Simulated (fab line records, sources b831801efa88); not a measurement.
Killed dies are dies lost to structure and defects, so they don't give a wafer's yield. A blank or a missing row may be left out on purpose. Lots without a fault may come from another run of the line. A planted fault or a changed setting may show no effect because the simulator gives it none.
Problem report in the 8D (eight disciplines) form, filled by code | flow sky130 | the parts of the form that need people (team, actions taken, sign-off) are left out

1. THE PROBLEM
VT_ADJUST_LVTN_2_TW at SKY_VT_ADJUST_LVTN_TW_MEAS_21 reads a mean of 166.0 on 6 wafers of 2 lots; wafers without a fault read 188.0 with a standard deviation of 1.4. That is -16 standard deviations from the usual mean.
First seen on wafer L986.2, day 10 08:29, on film_metro-02. The record holds 36 wafers of 12 lots with a number at this step. Rule for "out", or "out of limits": more than 4 standard deviations from the usual mean. The other wafers with a number count as sound.

2. WHAT IT IS AND WHAT IT IS NOT
question                    | is                     | is not
which readings at this step | VT_ADJUST_LVTN_2_TW    | -
which lots                  | L986, L987             | L101, L980, L981, L982, L983, L984, L985, L996, L997, L998
which wafers of those lots  | all that have a number | -
read on which gauges        | film_metro-02          | film_metro-03, film_metro-04
when                        | from day 10 08:29      | up to then (18 sound wafers); but 12 sound wafers of L101, L996, L997, L998 came after

3. SUSPECTS, AND WHAT RULES EACH OUT
Counting: a tool at a process step up to the reading stays a suspect if it ran every lot that is out and no sound lot after the first of them.
- the gauge at SKY_VT_ADJUST_LVTN_TW_MEAS_21: ruled out. All the wafers that are out were read on film_metro-02, but those of them that SKY_VT_ADJUST_LVTN_IMPLANT_19 has rows for are out there too, on other tools.
- plasma_asher-04 at SKY_PWDE_STRIP_09 (strips in O2/N2): ruled out as a lasting fault. Sound lots L998 ran on it after its first lot that is out, L986 (day 5 20:55).
- implanter-01 at SKY_VT_ADJUST_LVTN_IMPLANT_19: kept. It ran every lot that is out, first L986 (day 10 08:15), and no sound lot after that; its last sound lot up to then is L985 (day 9 16:49). Its own readings are out on those wafers: dose_ions_cm2, faraday_current_uA.
Left after counting: implanter-01 at SKY_VT_ADJUST_LVTN_IMPLANT_19.

4. THE CAUSE (what the simulator had put in)
Process parameter drift: implanter-01, from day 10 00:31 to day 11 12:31, at SKY_VT_ADJUST_LVTN_IMPLANT_19. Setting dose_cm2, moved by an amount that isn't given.
Counting left only this tool.

5. THE CHAIN OF EFFECTS, in route order
Each row: a reading whose mean over the struck wafers that have a number lies more than 3 standard deviations from the usual. Only readings for which the record gives a usual standard deviation are gone through. hours: the time from each lot's start at the first step in this table that gives one to its start at this step, as a median over the lots. sigmas: the change in usual standard deviations.
hours | step                          | reading             | usual   | on struck wafers | change   | sigmas
0     | SKY_VT_ADJUST_LVTN_IMPLANT_19 | dose_ions_cm2       | 6.5e+11 | 4.0e+11          | -2.5e+11 | -99 or more
0     | SKY_VT_ADJUST_LVTN_IMPLANT_19 | faraday_current_uA  | 3.67    | 2.26             | -1.41    | -19
0     | SKY_VT_ADJUST_LVTN_TW_MEAS_21 | VT_ADJUST_LVTN_2_TW | 188.0   | 166.0            | -22.0    | -16
The process steps in it:
- SKY_VT_ADJUST_LVTN_IMPLANT_19
Later measuring or inspecting steps at which every struck wafer that the step has a row for has a number for every such reading, and none has moved that far: SKY_SD_P_TW_MEAS_11.

6. WHAT WOULD HAVE CAUGHT IT SOONER
In this record the first reading out of limits at a measuring or inspecting step was taken at day 10 08:29, 8 hours after the fault began at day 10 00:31.
The tool's own readings at SKY_VT_ADJUST_LVTN_IMPLANT_19 were out on every struck wafer that the step has a row for (dose_ions_cm2, faraday_current_uA): an alarm limit on them would have fired on the first of those.
Of the lots that are out (2), L987 began SKY_VT_ADJUST_LVTN_IMPLANT_19 on implanter-01 after day 10 08:29. A hold on the tool at that time would have spared it.
